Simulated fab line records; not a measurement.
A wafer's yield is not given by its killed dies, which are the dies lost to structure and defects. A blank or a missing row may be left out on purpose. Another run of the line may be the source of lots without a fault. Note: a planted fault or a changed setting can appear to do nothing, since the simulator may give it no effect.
Chamber matching | flow sfq line | SFQ_TRILAYER_I4_CMP_CMP_100 on cmp-02 has 4 sister chambers
The step polishes SiO2. 4 wafers are shown with their chamber, then 7 later ones without.

WAFERS WITH THEIR CHAMBER
wafer  | chamber | motor current A (A)
L388.6 | 0       | 10.2
L394.2 | 1       | 10.6
L399.1 | 3       | 8.1
L399.3 | 2       | 12.0

WAFERS MISSING THEIR CHAMBER
wafer  | motor current A (A)
L399.4 | 10.4
L406.1 | 8.8
L406.2 | 11.3
L406.6 | 8.0
L408.1 | 11.7
L408.3 | 9.9
L408.5 | 8.4

CHAMBER TAKEN BY EACH
wafer  | from the rows above          | in truth
L399.4 | can't be placed: 1 or 0      | 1
L406.1 | can't be placed: 3 or 0      | 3
L406.2 | can't be placed: 2 or 1 or 0 | 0
L406.6 | 3                            | 3
L408.1 | can't be placed: 2 or 1      | 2
L408.3 | can't be placed: 0 or 1      | 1
L408.5 | 3                            | 3
Correctly placed: 2 of 7. Not placeable from these rows: 5 (in 5, the candidates include the true chamber). Placed wrongly: 0.
How it was worked out, from the rows above alone: a wafer's distance from a chamber is the root of the sum, over the readings, of the square of ((its reading less the chamber's mean) divided by the reading's scatter). The wafer belongs to the nearest chamber; if the next one is less than 2 further off, it can't be placed. A chamber's mean is the mean of its shown wafers. The scatter: root of mean squared gap, hidden wafer to nearest shown wafer, with one shown wafer a chamber.
